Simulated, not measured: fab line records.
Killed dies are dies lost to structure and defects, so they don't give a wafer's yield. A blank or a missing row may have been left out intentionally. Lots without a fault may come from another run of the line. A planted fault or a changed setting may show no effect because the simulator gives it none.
Comparing a struck lot with a sound one || flow sfqLine || 20 out of 325 route steps
Sound: these wafers, L619.1, L619.2, L619.6. Struck: wafer L632.1; the same lot's L632.4 was not struck, so it is left out; see the end for the cause.
Each step with rows lists, per side, the tool, then ch with its chambers, then its first start. Under that, the readings that differ: sound wafers || struck wafers || difference of the means || sigmas: that difference in standard deviations of wafers without a fault.
alike: words and numbers the same on both sides, and readings whose means are apart by under 2 such deviations; not compared: readings that were withheld, readings missing a value for some wafer, numbers with overlapping values and no deviation given by the record, and bounds like >300 which may hide the same value.
The two part at a step that has a row with sigmas, a row that says differs or no value, or rows on one side only. Numbers that have no deviation but don't overlap get no sigmas and don't part them. Lack of a reading on every wafer of one side parts them only where that side has two or more wafers.

first, 2 steps without rows for these wafers: SFQ_TRILAYER_C5_LITHO_PEB_154 (peb time 60 s); SFQ_TRILAYER_C5_LITHO_DEVELOP_153 (time 60 s).
SFQ_C5_OVL_MEAS_937:
  sound: overlay-02 at day 53 04:53; struck: overlay-01 at day 70 00:28
  alike: C5_OVL
SFQ_TRILAYER_C5_BARC_OPEN_VIA_ETCH_210: etches BARC in O2, target depth 125 nm, time 41.7 s.
  sound on rieDiel-02 ch 1,2, day 53 04:56; struck on rieDiel-02 ch 3, day 70 00:31
  alike: drypumpMotorCurrentA, oesProductAu
  not compared: rfHoursCounterH
SFQ_TRILAYER_C5_ETCH_VIA_ETCH_154: etches SiO2 in CHF3, stops on Nb, target depth 84 nm.
  sound on rieDiel-02 ch 1,2, day 53 04:58; struck on rieDiel-02 ch 3, day 70 00:33
  alike: drypumpMotorCurrentA, oesProductAu
SFQ_TRILAYER_C5_STRIP_STRIP_155: strips in O2.
  sound on rieMetal-01 ch 0,1, day 53 05:01; struck on rieMetal-02 ch 1, day 70 00:36
  alike: drypumpMotorCurrentA, oesProductAu
  not compared: rfHoursCounterH
then, 3 steps without rows for these wafers: SFQ_TRILAYER_C5_STRIP_SOLV_CLEAN_156 (cleans in NMP, time 600 s); SFQ_TRILAYER_M6_DEP_PRE_CLEAN_158 (time 22.5 s); SFQ_TRILAYER_M6_DEP_SPUTTER_157 (material Nb, target thk 200 nm, time 133.3 s).
SFQ_M6_RS_MEAS_938: measurement is done with a four-point probe.
  sound: filmMetro-03 at day 53 05:55; struck: filmMetro-02 at day 70 01:42
  alike: M6_NB_RS
then, 1 step without rows for these wafers: SFQ_TRILAYER_M6_LITHO_COAT_164 (resist thk 62 nm).
SFQ_TRILAYER_M6_LITHO_COAT_159: resist thk 600 nm.
  sound on lithoTrack-01 ch 0, day 53 06:23; struck on lithoTrack-04 ch 0, day 70 02:11
{"reading": "model.KrF_of_TRILAYER_M6_LITHO_COAT_159.thkNm (nm)", "sound": "600.2 601.5 600", "struck": 634.3, "difference": "+33.7", "sigmas": ""}
then, 4 steps without rows for these wafers: SFQ_TRILAYER_M6_LITHO_SOFTBAKE_163; SFQ_TRILAYER_M6_LITHO_EXPOSE_160 (exposes mask M6, target cd 500 nm); SFQ_TRILAYER_M6_LITHO_PEB_162 (peb time 60 s); SFQ_TRILAYER_M6_LITHO_DEVELOP_161 (time 60 s).
-- the record jumps here: 3 days lie between the struck wafers' starts before and after --
SFQ_M6_OVL_MEAS_940:
  sound: overlay-02 at day 58 10:18; struck: overlay-02 at day 73 01:47
  alike: M6_OVL
SFQ_TRILAYER_M6_BARC_OPEN_METAL_ETCH_206: etches BARC in O2, target depth 125 nm, time 41.7 s.
  sound on rieMetal-01 ch 0,1, day 58 10:20; struck on rieMetal-04 ch 0, day 73 01:50
  alike: drypumpMotorCurrentA, oesProductAu
  not compared: rfHoursCounterH
SFQ_TRILAYER_M6_ETCH_METAL_ETCH_162: etches Nb in Cl2/Ar, stops on SiO2, target depth 240 nm, time 120 s.
  sound on rieMetal-01 ch 0,1, day 58 10:24; struck on rieMetal-04 ch 0, day 73 01:53
{"reading": "model.KrF_of_TRILAYER_M6_LITHO_COAT_159.thkNm (nm)", "sound": "382.5 380.1 383.7", "struck": 415, "difference": "+33", "sigmas": ""}
  alike: drypumpMotorCurrentA, oesProductAu
  not compared: rfHoursCounterH
SFQ_TRILAYER_M6_STRIP_STRIP_163: strips in O2.
  sound on rieMetal-01 ch 0,1, day 58 10:31; struck on rieMetal-04 ch 0, day 73 02:01
  alike: drypumpMotorCurrentA, oesProductAu
  not compared: rfHoursCounterH

== WHERE THEY PART ==
Nowhere in this record.

WHY: what had been put in by the simulator
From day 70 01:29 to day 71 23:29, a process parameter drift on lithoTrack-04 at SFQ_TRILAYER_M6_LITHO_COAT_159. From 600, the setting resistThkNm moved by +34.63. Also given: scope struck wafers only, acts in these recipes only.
